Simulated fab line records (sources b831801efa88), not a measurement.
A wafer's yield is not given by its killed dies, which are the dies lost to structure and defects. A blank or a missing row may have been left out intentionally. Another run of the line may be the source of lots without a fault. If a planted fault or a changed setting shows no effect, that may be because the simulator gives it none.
fab line records :: flow sky130
record
  lots=12
  wafers=34
  last-day=50
route steps=708 shown CAP2M@603 METAL4@630 VIA4@639
lots that met no fault: taken from a fault-free run of the same line
start-h: hours from the record's opening day to when the first of the lot's shown wafers began :: wait-h: how many hours have passed since the lot's step before this one :: " as in the row above :: L1.1+2: a single row standing in for several wafers :: - either no value or no given start :: * or withheld: withheld :: < > ~ a bound
route shown NAME@n: NAME is a module with steps in the file, n the number in the route of the first one :: usual: mean/standard deviation of fault-free wafers :: same: alike in all rows :: chamber/n: place in a boat :: sites: the reading at each site :: _std_site: their standard deviation :: _edge_site: mean of outer sites minus mean of inner sites :: radius-mm: for every site, how far away it sits from the centre of the wafer :: mask NAME#n: copy n :: behind: tool/chamber where the wafer was last shaped :: hold: what put the lot on hold/how long, in hours/how the hold closed :: device: names the non-switching transistor (n, p or np) :: end of line: the same wafers' tests at the end of the route :: for a step that has no rows: nothing shown but its recipe :: killed: dies that structure and defects cost at the first sort, which is not the same as the wafer's yield :: map: dies across one wafer; x = killed, . = not, _ = none there
set.NAME: setting as actually run; set.NAME@STEP: the setting as run at that earlier step :: model.NAME: the simulator's own value behind a step, which no gauge read
the route's steps for a sample of lots (tables are steps, rows are wafers)
services: when a tool's chamber went out of use (start-h, in hours from the record's first day, below 0 if earlier), for how many hours, and the reason
## steps
# step SKY_CAP2M_CVD_00
# recipe
  material=SiO2
  target-thk-nm=15.5
  temp-c=400
  time-s=withheld
  rf-w=450
# usual
  heater-power-w=736/93
lot.wafer: L709.1
tool: pecvd-02
chamber: 1
start-h: 922.06
wait-h: 0.0
heater-power-w: 805

lot.wafer: L709.4
tool: pecvd-02
chamber: 1
start-h: 922.06
wait-h: 0.0
heater-power-w: 781

lot.wafer: L709.5
tool: pecvd-02
chamber: 2
start-h: 922.06
wait-h: 0.0
heater-power-w: 685

lot.wafer: L710.1
tool: pecvd-03
chamber: 1
start-h: 928.41
wait-h: 0.0
heater-power-w: 599

lot.wafer: L710.5
tool: pecvd-03
chamber: 2
start-h: 928.41
wait-h: 0.0
heater-power-w: 800

lot.wafer: L710.6
tool: pecvd-03
chamber: 0
start-h: 928.41
wait-h: 0.0
heater-power-w: 849

lot.wafer: L711.4
tool: pecvd-03
chamber: 0
start-h: 936.46
wait-h: 0.0
heater-power-w: 846

lot.wafer: L711.5
tool: pecvd-03
chamber: 2
start-h: 936.46
wait-h: 0.0
heater-power-w: 866

lot.wafer: L711.6
tool: pecvd-03
chamber: 1
start-h: 936.46
wait-h: 0.0
heater-power-w: 648

lot.wafer: L712.4
tool: pecvd-02
chamber: 2
start-h: 943.18
wait-h: 0.0
heater-power-w: 671

lot.wafer: L712.5
tool: pecvd-02
chamber: 0
start-h: 943.18
wait-h: 0.0
heater-power-w: 775

lot.wafer: L712.6
tool: pecvd-02
chamber: 1
start-h: 943.18
wait-h: 0.0
heater-power-w: 865

lot.wafer: L713.3
tool: pecvd-03
chamber: 0
start-h: 951.29
wait-h: 0.0
heater-power-w: 819

lot.wafer: L713.5
tool: pecvd-03
chamber: 1
start-h: 951.29
wait-h: 0.0
heater-power-w: 590

lot.wafer: L713.6
tool: pecvd-03
chamber: 0
start-h: 951.29
wait-h: 0.0
heater-power-w: 823

lot.wafer: L716.5
tool: pecvd-01
chamber: 2
start-h: 994.21
wait-h: 0.0
heater-power-w: 668

lot.wafer: L716.6
tool: pecvd-01
chamber: 0
start-h: 994.21
wait-h: 0.0
heater-power-w: 717

lot.wafer: L719.1
tool: pecvd-02
chamber: 0
start-h: 1003.40
wait-h: 0.0
heater-power-w: 697

lot.wafer: L719.6
tool: pecvd-02
chamber: 2
start-h: 1003.40
wait-h: 0.0
heater-power-w: 601

lot.wafer: L721.2
tool: pecvd-01
chamber: 0
start-h: 1019.04
wait-h: 0.0
heater-power-w: 760

lot.wafer: L721.3
tool: pecvd-01
chamber: 2
start-h: 1019.04
wait-h: 0.0
heater-power-w: 638

lot.wafer: L721.5
tool: pecvd-01
chamber: 2
start-h: 1019.04
wait-h: 0.0
heater-power-w: 623

lot.wafer: L727.2
tool: pecvd-01
chamber: 1
start-h: 1057.62
wait-h: 0.0
heater-power-w: 801

lot.wafer: L727.4
tool: pecvd-01
chamber: 0
start-h: 1057.62
wait-h: 0.0
heater-power-w: 698

lot.wafer: L727.5
tool: pecvd-01
chamber: 1
start-h: 1057.62
wait-h: 0.0
heater-power-w: 808

lot.wafer: L728.2
tool: pecvd-03
chamber: 2
start-h: 1061.62
wait-h: 0.0
heater-power-w: 770

lot.wafer: L728.4
tool: pecvd-03
chamber: 0
start-h: 1061.62
wait-h: 0.0
heater-power-w: 771

lot.wafer: L728.6
tool: pecvd-03
chamber: 1
start-h: 1061.62
wait-h: 0.0
heater-power-w: 619

lot.wafer: L731.2
tool: pecvd-02
chamber: 1
start-h: 1075.11
wait-h: 0.0
heater-power-w: 769

lot.wafer: L731.4
tool: pecvd-02
chamber: 2
start-h: 1075.11
wait-h: 0.0
heater-power-w: 668

lot.wafer: L731.6
tool: pecvd-02
chamber: 0
start-h: 1075.11
wait-h: 0.0
heater-power-w: 727

lot.wafer: L732.1
tool: pecvd-01
chamber: 0
start-h: 1077.45
wait-h: 0.0
heater-power-w: 799

lot.wafer: L732.3
tool: pecvd-01
chamber: 2
start-h: 1077.45
wait-h: 0.0
heater-power-w: 641

lot.wafer: L732.6
tool: pecvd-01
chamber: 1
start-h: 1077.45
wait-h: 0.0
heater-power-w: 808
# step SKY_METAL4_OVL_MEAS_14
# usual
  METAL4_OVL=-3/6.1
lot.wafer: L709.1
tool: overlay-01
chamber: -
start-h: 971.45
wait-h: 0.1
METAL4_OVL[nm]: -1

lot.wafer: L709.4
tool: overlay-01
chamber: -
start-h: 971.45
wait-h: 0.1
METAL4_OVL[nm]: -10

lot.wafer: L709.5
tool: overlay-01
chamber: -
start-h: 971.45
wait-h: 0.1
METAL4_OVL[nm]: 0

lot.wafer: L710.1
tool: overlay-02
chamber: -
start-h: 976.95
wait-h: 0.1
METAL4_OVL[nm]: -8

lot.wafer: L710.5
tool: overlay-02
chamber: -
start-h: 976.95
wait-h: 0.1
METAL4_OVL[nm]: -7

lot.wafer: L710.6
tool: overlay-02
chamber: -
start-h: 976.95
wait-h: 0.1
METAL4_OVL[nm]: -4

lot.wafer: L711.4
tool: overlay-01
chamber: -
start-h: 985.86
wait-h: 0.1
METAL4_OVL[nm]: 9

lot.wafer: L711.5
tool: overlay-01
chamber: -
start-h: 985.86
wait-h: 0.1
METAL4_OVL[nm]: -7

lot.wafer: L711.6
tool: overlay-01
chamber: -
start-h: 985.86
wait-h: 0.1
METAL4_OVL[nm]: 2

lot.wafer: L712.4
tool: overlay-01
chamber: -
start-h: 993.90
wait-h: 0.1
METAL4_OVL[nm]: -4

lot.wafer: L712.5
tool: overlay-01
chamber: -
start-h: 993.90
wait-h: 0.1
METAL4_OVL[nm]: 8

lot.wafer: L712.6
tool: overlay-01
chamber: -
start-h: 993.90
wait-h: 0.1
METAL4_OVL[nm]: -5

lot.wafer: L713.3
tool: overlay-01
chamber: -
start-h: 999.69
wait-h: 0.1
METAL4_OVL[nm]: -2

lot.wafer: L713.5
tool: overlay-01
chamber: -
start-h: 999.69
wait-h: 0.1
METAL4_OVL[nm]: 2

lot.wafer: L713.6
tool: overlay-01
chamber: -
start-h: 999.69
wait-h: 0.1
METAL4_OVL[nm]: -15

lot.wafer: L716.5
tool: overlay-01
chamber: -
start-h: 1040.12
wait-h: 0.0
METAL4_OVL[nm]: 4

lot.wafer: L716.6
tool: overlay-01
chamber: -
start-h: 1040.12
wait-h: 0.0
METAL4_OVL[nm]: 5

lot.wafer: L719.1
tool: overlay-02
chamber: -
start-h: 1049.60
wait-h: 0.1
METAL4_OVL[nm]: 7

lot.wafer: L719.6
tool: overlay-02
chamber: -
start-h: 1049.60
wait-h: 0.1
METAL4_OVL[nm]: -3

lot.wafer: L721.2
tool: overlay-01
chamber: -
start-h: 1062.76
wait-h: 0.1
METAL4_OVL[nm]: -2

lot.wafer: L721.3
tool: overlay-01
chamber: -
start-h: 1062.76
wait-h: 0.1
METAL4_OVL[nm]: -7

lot.wafer: L721.5
tool: overlay-01
chamber: -
start-h: 1062.76
wait-h: 0.1
METAL4_OVL[nm]: -8

lot.wafer: L727.2
tool: overlay-01
chamber: -
start-h: 1098.86
wait-h: 0.1
METAL4_OVL[nm]: 1

lot.wafer: L727.4
tool: overlay-01
chamber: -
start-h: 1098.86
wait-h: 0.1
METAL4_OVL[nm]: -5

lot.wafer: L727.5
tool: overlay-01
chamber: -
start-h: 1098.86
wait-h: 0.1
METAL4_OVL[nm]: -7

lot.wafer: L728.2
tool: overlay-01
chamber: -
start-h: 1103.78
wait-h: 0.1
METAL4_OVL[nm]: -3

lot.wafer: L728.4
tool: overlay-01
chamber: -
start-h: 1103.78
wait-h: 0.1
METAL4_OVL[nm]: -4

lot.wafer: L728.6
tool: overlay-01
chamber: -
start-h: 1103.78
wait-h: 0.1
METAL4_OVL[nm]: -7

lot.wafer: L731.2
tool: overlay-02
chamber: -
start-h: 1117.00
wait-h: 0.1
METAL4_OVL[nm]: -10

lot.wafer: L731.4
tool: overlay-02
chamber: -
start-h: 1117.00
wait-h: 0.1
METAL4_OVL[nm]: -1

lot.wafer: L731.6
tool: overlay-02
chamber: -
start-h: 1117.00
wait-h: 0.1
METAL4_OVL[nm]: -8

lot.wafer: L732.1
tool: overlay-02
chamber: -
start-h: 1118.23
wait-h: 0.1
METAL4_OVL[nm]: -12

lot.wafer: L732.3
tool: overlay-02
chamber: -
start-h: 1118.23
wait-h: 0.1
METAL4_OVL[nm]: -13

lot.wafer: L732.6
tool: overlay-02
chamber: -
start-h: 1118.23
wait-h: 0.1
METAL4_OVL[nm]: -5
# step SKY_VIA4_HDPCVD_00
# recipe
  material=SiO2
  target-thk-nm=1750
  sigma-open-frac=0.3
  time-s=291.7
  temp-c=400
  sih4-flow-sccm=60
  pressure-mtorr=6
lot.wafer: L709.1+4+5
tool: hdpcvd-01
chamber: 1,2,1
start-h: 972.47
wait-h: 0.0

lot.wafer: L710.1+5+6
tool: hdpcvd-01
chamber: 1,2,1
start-h: 977.91
wait-h: 0.0

lot.wafer: L711.4+5+6
tool: hdpcvd-01
chamber: 0,2,1
start-h: 986.89
wait-h: 0.1

lot.wafer: L712.4+5+6
tool: hdpcvd-02
chamber: 2,0,1
start-h: 994.94
wait-h: 0.1

lot.wafer: L713.3+5+6
tool: hdpcvd-01
chamber: 1,0,1
start-h: 1000.78
wait-h: 0.0

lot.wafer: L716.5+6
tool: hdpcvd-01
chamber: 1,2
start-h: 1041.14
wait-h: 0.1

lot.wafer: L719.1+6
tool: hdpcvd-01
chamber: 0
start-h: 1050.60
wait-h: 0.0

lot.wafer: L721.2+3+5
tool: hdpcvd-02
chamber: 1,2,2
start-h: 1064.05
wait-h: 0.0

lot.wafer: L727.2+4+5
tool: hdpcvd-02
chamber: 2,1,0
start-h: 1099.81
wait-h: 0.0

lot.wafer: L728.2+4+6
tool: hdpcvd-02
chamber: 0,1,2
start-h: 1104.75
wait-h: 0.0

lot.wafer: L731.2+4+6
tool: hdpcvd-02
chamber: 2,0,1
start-h: 1117.95
wait-h: 0.0

lot.wafer: L732.1+3+6
tool: hdpcvd-02
chamber: 1,2,2
start-h: 1119.22
wait-h: 0.0
# step SKY_VIA4_THK_MEAS_01
# recipe
  reads=SiO2_of_VIA4_HDPCVD_00
# usual
  VIA4_HDPCVD_THK=1753/15
lot.wafer: L709.1
tool: film-metro-04
chamber: -
start-h: 972.65
wait-h: 0.1
hold: -
VIA4_HDPCVD_THK[nm]: 1766

lot.wafer: L709.4
tool: film-metro-04
chamber: -
start-h: 972.65
wait-h: 0.1
hold: -
VIA4_HDPCVD_THK[nm]: 1763

lot.wafer: L709.5
tool: film-metro-04
chamber: -
start-h: 972.65
wait-h: 0.1
hold: -
VIA4_HDPCVD_THK[nm]: 1784

lot.wafer: L710.1
tool: film-metro-03
chamber: -
start-h: 978.08
wait-h: 0.1
hold: -
VIA4_HDPCVD_THK[nm]: 1762

lot.wafer: L710.5
tool: film-metro-03
chamber: -
start-h: 978.08
wait-h: 0.1
hold: -
VIA4_HDPCVD_THK[nm]: 1748

lot.wafer: L710.6
tool: film-metro-03
chamber: -
start-h: 978.08
wait-h: 0.1
hold: -
VIA4_HDPCVD_THK[nm]: 1762

lot.wafer: L711.4
tool: film-metro-04
chamber: -
start-h: 987.01
wait-h: 0.0
hold: -
VIA4_HDPCVD_THK[nm]: 1724

lot.wafer: L711.5
tool: film-metro-04
chamber: -
start-h: 987.01
wait-h: 0.0
hold: -
VIA4_HDPCVD_THK[nm]: 1742

lot.wafer: L711.6
tool: film-metro-04
chamber: -
start-h: 987.01
wait-h: 0.0
hold: -
VIA4_HDPCVD_THK[nm]: 1781

lot.wafer: L712.4
tool: film-metro-03
chamber: -
start-h: 995.06
wait-h: 0.0
hold: -
VIA4_HDPCVD_THK[nm]: 1754

lot.wafer: L712.5
tool: film-metro-03
chamber: -
start-h: 995.06
wait-h: 0.0
hold: -
VIA4_HDPCVD_THK[nm]: 1743

lot.wafer: L712.6
tool: film-metro-03
chamber: -
start-h: 995.06
wait-h: 0.0
hold: -
VIA4_HDPCVD_THK[nm]: 1755

lot.wafer: L713.3
tool: film-metro-04
chamber: -
start-h: 1000.98
wait-h: 0.1
hold: -
VIA4_HDPCVD_THK[nm]: 1773

lot.wafer: L713.5
tool: film-metro-04
chamber: -
start-h: 1000.98
wait-h: 0.1
hold: -
VIA4_HDPCVD_THK[nm]: 1789

lot.wafer: L713.6
tool: film-metro-04
chamber: -
start-h: 1000.98
wait-h: 0.1
hold: -
VIA4_HDPCVD_THK[nm]: 1776

lot.wafer: L716.5
tool: film-metro-03
chamber: -
start-h: 1041.27
wait-h: 0.0
hold: await-dispo/0.2h/release
VIA4_HDPCVD_THK[nm]: 856

lot.wafer: L716.6
tool: film-metro-03
chamber: -
start-h: 1041.27
wait-h: 0.0
hold: await-dispo/0.2h/release
VIA4_HDPCVD_THK[nm]: 857

lot.wafer: L716.5
tool: film-metro-03
chamber: -
start-h: 1041.49
wait-h: 0.2
hold: -
VIA4_HDPCVD_THK[nm]: 857

lot.wafer: L716.6
tool: film-metro-03
chamber: -
start-h: 1041.49
wait-h: 0.2
hold: -
VIA4_HDPCVD_THK[nm]: 858

lot.wafer: L719.1
tool: film-metro-01
chamber: -
start-h: 1050.77
wait-h: 0.1
hold: await-dispo/0.2h/release
VIA4_HDPCVD_THK[nm]: 1761

lot.wafer: L719.6
tool: film-metro-01
chamber: -
start-h: 1050.77
wait-h: 0.1
hold: await-dispo/0.2h/release
VIA4_HDPCVD_THK[nm]: 839

lot.wafer: L719.1
tool: film-metro-01
chamber: -
start-h: 1051.00
wait-h: 0.2
hold: -
VIA4_HDPCVD_THK[nm]: 1759

lot.wafer: L719.6
tool: film-metro-01
chamber: -
start-h: 1051.00
wait-h: 0.2
hold: -
VIA4_HDPCVD_THK[nm]: 839

lot.wafer: L721.2
tool: film-metro-03
chamber: -
start-h: 1064.24
wait-h: 0.1
hold: -
VIA4_HDPCVD_THK[nm]: 1771

lot.wafer: L721.3
tool: film-metro-03
chamber: -
start-h: 1064.24
wait-h: 0.1
hold: -
VIA4_HDPCVD_THK[nm]: 1771

lot.wafer: L721.5
tool: film-metro-03
chamber: -
start-h: 1064.24
wait-h: 0.1
hold: -
VIA4_HDPCVD_THK[nm]: 1761

lot.wafer: L727.2
tool: film-metro-03
chamber: -
start-h: 1100.00
wait-h: 0.1
hold: -
VIA4_HDPCVD_THK[nm]: 1735

lot.wafer: L727.4
tool: film-metro-03
chamber: -
start-h: 1100.00
wait-h: 0.1
hold: -
VIA4_HDPCVD_THK[nm]: 1718

lot.wafer: L727.5
tool: film-metro-03
chamber: -
start-h: 1100.00
wait-h: 0.1
hold: -
VIA4_HDPCVD_THK[nm]: 1746

lot.wafer: L728.2
tool: film-metro-03
chamber: -
start-h: 1104.94
wait-h: 0.1
hold: -
VIA4_HDPCVD_THK[nm]: 1754

lot.wafer: L728.4
tool: film-metro-03
chamber: -
start-h: 1104.94
wait-h: 0.1
hold: -
VIA4_HDPCVD_THK[nm]: 1766

lot.wafer: L728.6
tool: film-metro-03
chamber: -
start-h: 1104.94
wait-h: 0.1
hold: -
VIA4_HDPCVD_THK[nm]: 1743

lot.wafer: L731.2
tool: film-metro-03
chamber: -
start-h: 1118.14
wait-h: 0.1
hold: -
VIA4_HDPCVD_THK[nm]: 1758

lot.wafer: L731.4
tool: film-metro-03
chamber: -
start-h: 1118.14
wait-h: 0.1
hold: -
VIA4_HDPCVD_THK[nm]: 1750

lot.wafer: L731.6
tool: film-metro-03
chamber: -
start-h: 1118.14
wait-h: 0.1
hold: -
VIA4_HDPCVD_THK[nm]: 1742

lot.wafer: L732.1
tool: film-metro-01
chamber: -
start-h: 1119.40
wait-h: 0.1
hold: -
VIA4_HDPCVD_THK[nm]: 1708

lot.wafer: L732.3
tool: film-metro-01
chamber: -
start-h: 1119.40
wait-h: 0.1
hold: -
VIA4_HDPCVD_THK[nm]: 1736

lot.wafer: L732.6
tool: film-metro-01
chamber: -
start-h: 1119.40
wait-h: 0.1
hold: -
VIA4_HDPCVD_THK[nm]: 1732
# step SKY_VIA4_BOW_MEAS_03
# recipe
  mode=bow
# usual
  VIA4_BOW=79/8.1
lot.wafer: L709.1
tool: film-metro-01
chamber: -
start-h: 973.01
wait-h: 0.2
VIA4_BOW[um]: 86

lot.wafer: L709.4
tool: film-metro-01
chamber: -
start-h: 973.01
wait-h: 0.2
VIA4_BOW[um]: 75

lot.wafer: L709.5
tool: film-metro-01
chamber: -
start-h: 973.01
wait-h: 0.2
VIA4_BOW[um]: 83

lot.wafer: L710.1
tool: film-metro-04
chamber: -
start-h: 978.44
wait-h: 0.2
VIA4_BOW[um]: 67

lot.wafer: L710.5
tool: film-metro-04
chamber: -
start-h: 978.44
wait-h: 0.2
VIA4_BOW[um]: 79

lot.wafer: L710.6
tool: film-metro-04
chamber: -
start-h: 978.44
wait-h: 0.2
VIA4_BOW[um]: 73

lot.wafer: L711.4
tool: film-metro-01
chamber: -
start-h: 987.40
wait-h: 0.2
VIA4_BOW[um]: 76

lot.wafer: L711.5
tool: film-metro-01
chamber: -
start-h: 987.40
wait-h: 0.2
VIA4_BOW[um]: 83

lot.wafer: L711.6
tool: film-metro-01
chamber: -
start-h: 987.40
wait-h: 0.2
VIA4_BOW[um]: 84

lot.wafer: L712.4
tool: film-metro-01
chamber: -
start-h: 995.45
wait-h: 0.2
VIA4_BOW[um]: 80

lot.wafer: L712.5
tool: film-metro-01
chamber: -
start-h: 995.45
wait-h: 0.2
VIA4_BOW[um]: 89

lot.wafer: L712.6
tool: film-metro-01
chamber: -
start-h: 995.45
wait-h: 0.2
VIA4_BOW[um]: 95

lot.wafer: L713.3
tool: film-metro-01
chamber: -
start-h: 1001.36
wait-h: 0.2
VIA4_BOW[um]: 75

lot.wafer: L713.5
tool: film-metro-01
chamber: -
start-h: 1001.36
wait-h: 0.2
VIA4_BOW[um]: 75

lot.wafer: L713.6
tool: film-metro-01
chamber: -
start-h: 1001.36
wait-h: 0.2
VIA4_BOW[um]: 79

lot.wafer: L716.5
tool: film-metro-03
chamber: -
start-h: 1050.66
wait-h: 0.1
VIA4_BOW[um]: 89

lot.wafer: L716.6
tool: film-metro-03
chamber: -
start-h: 1050.66
wait-h: 0.1
VIA4_BOW[um]: 76

lot.wafer: L719.1
tool: film-metro-04
chamber: -
start-h: 1054.69
wait-h: 0.1
VIA4_BOW[um]: 69

lot.wafer: L719.6
tool: film-metro-04
chamber: -
start-h: 1054.69
wait-h: 0.1
VIA4_BOW[um]: 95

lot.wafer: L721.2
tool: film-metro-01
chamber: -
start-h: 1064.77
wait-h: 0.2
VIA4_BOW[um]: 85

lot.wafer: L721.3
tool: film-metro-01
chamber: -
start-h: 1064.77
wait-h: 0.2
VIA4_BOW[um]: 77

lot.wafer: L721.5
tool: film-metro-01
chamber: -
start-h: 1064.77
wait-h: 0.2
VIA4_BOW[um]: 103

lot.wafer: L727.2
tool: film-metro-04
chamber: -
start-h: 1100.37
wait-h: 0.3
VIA4_BOW[um]: 84

lot.wafer: L727.4
tool: film-metro-04
chamber: -
start-h: 1100.37
wait-h: 0.3
VIA4_BOW[um]: 82

lot.wafer: L727.5
tool: film-metro-04
chamber: -
start-h: 1100.37
wait-h: 0.3
VIA4_BOW[um]: 78

lot.wafer: L728.2
tool: film-metro-03
chamber: -
start-h: 1105.31
wait-h: 0.1
VIA4_BOW[um]: 69

lot.wafer: L728.4
tool: film-metro-03
chamber: -
start-h: 1105.31
wait-h: 0.1
VIA4_BOW[um]: 72

lot.wafer: L728.6
tool: film-metro-03
chamber: -
start-h: 1105.31
wait-h: 0.1
VIA4_BOW[um]: 78

lot.wafer: L731.2
tool: film-metro-03
chamber: -
start-h: 1118.51
wait-h: 0.2
VIA4_BOW[um]: 83

lot.wafer: L731.4
tool: film-metro-03
chamber: -
start-h: 1118.51
wait-h: 0.2
VIA4_BOW[um]: 90

lot.wafer: L731.6
tool: film-metro-03
chamber: -
start-h: 1118.51
wait-h: 0.2
VIA4_BOW[um]: 90

lot.wafer: L732.1
tool: film-metro-03
chamber: -
start-h: 1119.76
wait-h: 0.1
VIA4_BOW[um]: 77

lot.wafer: L732.3
tool: film-metro-03
chamber: -
start-h: 1119.76
wait-h: 0.1
VIA4_BOW[um]: 89

lot.wafer: L732.6
tool: film-metro-03
chamber: -
start-h: 1119.76
wait-h: 0.1
VIA4_BOW[um]: 73
## services
tool: pecvd-01
chamber: 1
start-h: 906.91
hours: 5.5
kind: scheduled-down

tool: hdpcvd-02
chamber: -
start-h: 917.61
hours: 0.8
kind: pm

tool: pecvd-01
chamber: -
start-h: 919.21
hours: 0.4
kind: repair

tool: pecvd-03
chamber: -
start-h: 920.08
hours: 2.8
kind: pm

tool: hdpcvd-02
chamber: -
start-h: 927.42
hours: 2.2
kind: repair

tool: hdpcvd-02
chamber: -
start-h: 950.25
hours: 15.0
kind: pm

tool: hdpcvd-02
chamber: 0
start-h: 950.25
hours: 15.0
kind: vent-cycle

tool: hdpcvd-02
chamber: 1
start-h: 950.25
hours: 15.0
kind: vent-cycle

tool: hdpcvd-02
chamber: 2
start-h: 950.25
hours: 15.0
kind: vent-cycle

tool: hdpcvd-02
chamber: 0
start-h: 965.25
hours: -
kind: clean

tool: hdpcvd-02
chamber: 1
start-h: 965.25
hours: -
kind: clean

tool: hdpcvd-02
chamber: 2
start-h: 965.25
hours: -
kind: clean

tool: pecvd-03
chamber: 0
start-h: 1008.43
hours: 5.5
kind: scheduled-down

tool: pecvd-02
chamber: 1
start-h: 1055.32
hours: 12.7
kind: repair

tool: pecvd-03
chamber: -
start-h: 1069.70
hours: 5.5
kind: pm

tool: hdpcvd-01
chamber: 1
start-h: 1075.22
hours: 4.9
kind: repair

tool: pecvd-03
chamber: 1
start-h: 1076.71
hours: 13.1
kind: repair

tool: pecvd-02
chamber: -
start-h: 1077.32
hours: 1.8
kind: repair

tool: pecvd-01
chamber: 2
start-h: 1092.06
hours: 2.6
kind: repair

tool: pecvd-03
chamber: 2
start-h: 1095.19
hours: 5.5
kind: scheduled-down

tool: pecvd-01
chamber: -
start-h: 1100.38
hours: 0.5
kind: repair

tool: pecvd-03
chamber: 2
start-h: 1106.85
hours: 5.5
kind: scheduled-down

tool: pecvd-01
chamber: -
start-h: 1110.69
hours: 0.7
kind: repair

tool: pecvd-01
chamber: 0
start-h: 1114.10
hours: 6.2
kind: repair
## key
first-sign
  step=SKY_VIA4_THK_MEAS_01
  reading=visit
  direction=added
effect
  step=SKY_VIA4_THK_MEAS_01
  reading=VIA4_HDPCVD_THK
  direction=down
  sigmas=60
  usual=1753
  struck=851
met-at SKY_VIA4_HDPCVD_00
struck-lots L716,L719
struck-wafers L716.5,L716.6,L719.6
sort-left-out L716.5,L716.6,L719.6
not-acting-at SKY_CAP2M_CVD_00,SKY_METAL4_OVL_MEAS_14,SKY_VIA4_BOW_MEAS_03
onset-between 1000.78 1041.14
fault
  kind=process-parameter-drift
  tool=hdpcvd-01
  chamber=-
  onset-h=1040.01
  steps=SKY_VIA4_HDPCVD_00
  channel=target-thk-nm
  offset=-901.14
  shape=step
  end-h=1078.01
  scope=struck-wafers-only
  acts-in=these-recipes-only
  stated=1750
# sort-left-out: the simulated sort isn't trusted on such a fault, so these wafers' sort isn't shown, and their yield isn't known
